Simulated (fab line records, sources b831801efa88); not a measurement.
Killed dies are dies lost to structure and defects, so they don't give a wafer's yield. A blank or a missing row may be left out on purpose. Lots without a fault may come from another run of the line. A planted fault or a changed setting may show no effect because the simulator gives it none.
Chamber matching | flow gf180mcu | GF_V4_CMP_04 on cmp-02: 4 sister chambers
The step polishes SiO2. 18 wafers are shown with their chamber, then 9 later ones without.

WAFERS WITH THEIR CHAMBER
wafer  | chamber | time_to_endpoint_s (s) | motor_current_A (A)
L076.2 | 1       | 77                     | 11.1
L076.4 | 3       | 78                     | 11.4
L076.5 | 1       | 79                     | 11.6
L078.3 | 3       | 75                     | 11.7
L078.5 | 3       | 78                     | 11.0
L078.6 | 0       | 86                     | 11.4
L084.1 | 1       | 73                     | 12.3
L084.5 | 2       | 80                     | 11.2
L084.6 | 3       | 77                     | 11.7
L088.1 | 0       | 80                     | 11.5
L088.2 | 1       | 78                     | 11.8
L088.3 | 2       | 80                     | 11.9
L090.3 | 2       | 80                     | 12.1
L090.4 | 0       | 88                     | 11.5
L090.5 | 2       | 79                     | 11.8
L091.1 | 1       | 80                     | 11.5
L091.2 | 0       | 81                     | 12.1
L091.4 | 3       | 83                     | 11.3

SIGNATURES (means of the wafers above)
reading            | chamber 0 | chamber 1 | chamber 2 | chamber 3 | scatter within a chamber
time_to_endpoint_s | 83.75     | 77.40     | 79.75     | 78.20     | 2.8
motor_current_A    | 11.625    | 11.660    | 11.750    | 11.420    | 0.366
Rule: a wafer's distance from a chamber is the root of the sum, over the readings, of the square of ((its reading less the chamber's mean) divided by the reading's scatter). The wafer belongs to the nearest chamber; if the next one is less than 2 further off, it can't be placed. The scatter: the root of (the sum of the squares of (reading less its chamber's mean) over the shown wafers, divided by (wafers less chambers)).

WAFERS WITHOUT THEIR CHAMBER
wafer  | time_to_endpoint_s (s) | motor_current_A (A)
L092.2 | 66                     | 11.7
L092.4 | 72                     | 12.1
L092.6 | 73                     | 11.8
L096.3 | 76                     | 11.1
L096.4 | 85                     | 11.6
L096.6 | 85                     | 11.1
L097.1 | 79                     | 12.0
L097.3 | 81                     | 11.5
L097.4 | 74                     | 11.0

WHICH CHAMBER EACH WENT THROUGH
wafer  | from the rows above               | in truth
L092.2 | can't be placed: 1 or 3 or 2      | 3
L092.4 | can't be placed: 1 or 3 or 2      | 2
L092.6 | can't be placed: 1 or 3 or 2      | 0
L096.3 | can't be placed: 3 or 1 or 2 or 0 | 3
L096.4 | can't be placed: 0 or 2           | 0
L096.6 | can't be placed: 0 or 2 or 3 or 1 | 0
L097.1 | can't be placed: 2 or 1 or 3 or 0 | 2
L097.3 | can't be placed: 2 or 3 or 0 or 1 | 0
L097.4 | can't be placed: 3 or 1 or 2 or 0 | 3
Placed correctly: 0 of 9. Can't be placed from these rows: 9 (the true chamber is among the candidates in 8). Placed wrongly: 0.
